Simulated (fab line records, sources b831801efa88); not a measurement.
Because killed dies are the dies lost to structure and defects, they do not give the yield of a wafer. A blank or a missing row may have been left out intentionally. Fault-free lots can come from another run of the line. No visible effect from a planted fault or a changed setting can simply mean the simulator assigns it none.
A lot that was struck, set against a sound lot	flow gf180mcu	15 out of 602 route steps
Sound: the wafers L707.1, L707.3, L707.5. The struck wafers were L716.1, L716.3, L716.6. At the end, the cause is stated.
For every step that has rows: the tool of each side, followed by ch and its chambers, followed by its first start. Under that, the readings that differ: sound wafers	struck wafers	difference of the means	sigmas: that difference in standard deviations of wafers without a fault.
alike: readings whose means differ by less than 2 such deviations, and words and numbers that are the same on both sides. not compared: withheld readings, readings that some wafer has no value for, bounds like >300 that may hide the same value, and numbers for which the record gives no deviation and whose values overlap.
A row with sigmas, a row that says differs or no value, or rows on one side alone: a step with any of these is where the two part. Numbers that have no deviation but don't overlap get no sigmas and don't part them. A reading that every wafer of one side lacks parts them only if that side has two wafers or more.

GF_MIM_SPUTTER_07: material TiN, target thk 60 nm, time 50 s.
  sound on pvd_sputter-01, day 28 23:00; struck on pvd_sputter-01, day 31 05:44
  alike: throttle_valve_pct
GF_MIM_SPUTTER_08: material AlCu, target thk 200 nm, time 10.6 s.
  sound on pvd_sputter-01, day 28 23:03; struck on pvd_sputter-01, day 31 05:46
  alike: throttle_valve_pct
GF_MIM_SPUTTER_09: material TiN, target thk 35 nm, time 29.2 s.
  sound on pvd_sputter-01, day 28 23:04; struck on pvd_sputter-01, day 31 05:48
  alike: throttle_valve_pct
GF_MIM_RS_MEAS_10: measures by four-point-probe.
  sound on film_metro-03, day 28 23:06; struck on film_metro-03, day 31 05:50
  alike: MIM_ALCU_RS
GF_MIM_THK_MEAS_11: measures by xrf.
  sound on film_metro-03, day 28 23:13; struck on film_metro-03, day 31 05:57
  alike: MIM_ALCU_THK
then, 7 steps without rows for these wafers: GF_MIM_DEHYDRATE_12 (time 60 s); GF_MIM_HMDS_13 (prime time 60 s); GF_MIM_COAT_14 (resist thk 1000 nm); GF_MIM_SOFTBAKE_15 (time 60 s); GF_MIM_EXPOSE_16 (exposes mask FuseTop, target cd 2000 nm); GF_MIM_PEB_17; GF_MIM_DEVELOP_18 (develop time 60 s).
GF_MIM_METAL_ETCH_19: etches the open film in Cl2/BCl3, stops on Si3N4, target depth 324.5 nm, time 54.1 s.
  sound on rie_metal-02 ch 0,1, day 29 17:59; struck on rie_metal-02 ch 0,1, day 31 22:55
  no value came back on the struck wafers for any of 6 readings (bcl3_flow_sccm (sccm), bias_w (W) and others); on the sound wafers bcl3_flow_sccm (sccm) reads 40.06 39.95 39.97
reading	sound	struck	difference	sigmas
model.NOVOLAK_of_MIM_COAT_14.thk_nm (nm)	867.1 867.1 865.6	998.8 1000 1001	+133.3	
  not compared: rf_hours_counter_h
GF_MIM_STRIP_20: strips in O2/N2.
  sound on plasma_asher-04 ch 0,1, day 29 18:04; struck on plasma_asher-04 ch 1, day 31 22:59
reading	sound	struck	difference	sigmas
oes_product_au (a.u.)	0.687 0.684 0.682	0.709 0.706 0.716	+0.026	+6
strip_time_to_endpoint_s (s)	11.18 11.18 11.18	12.60 12.64 12.65	+1.45	+39
  alike: drypump_motor_current_A, heater_power_w, platen_temp_c
  not compared: rf_hours_counter_h
then, 1 step without rows for these wafers: GF_MIM_STRIP_21 (strips in post etch residue remover, time 1200 s).

WHERE THEY PART
Earliest at GF_MIM_METAL_ETCH_19; latest, in this record, at GF_MIM_STRIP_20.

WHY: what had been put in by the simulator
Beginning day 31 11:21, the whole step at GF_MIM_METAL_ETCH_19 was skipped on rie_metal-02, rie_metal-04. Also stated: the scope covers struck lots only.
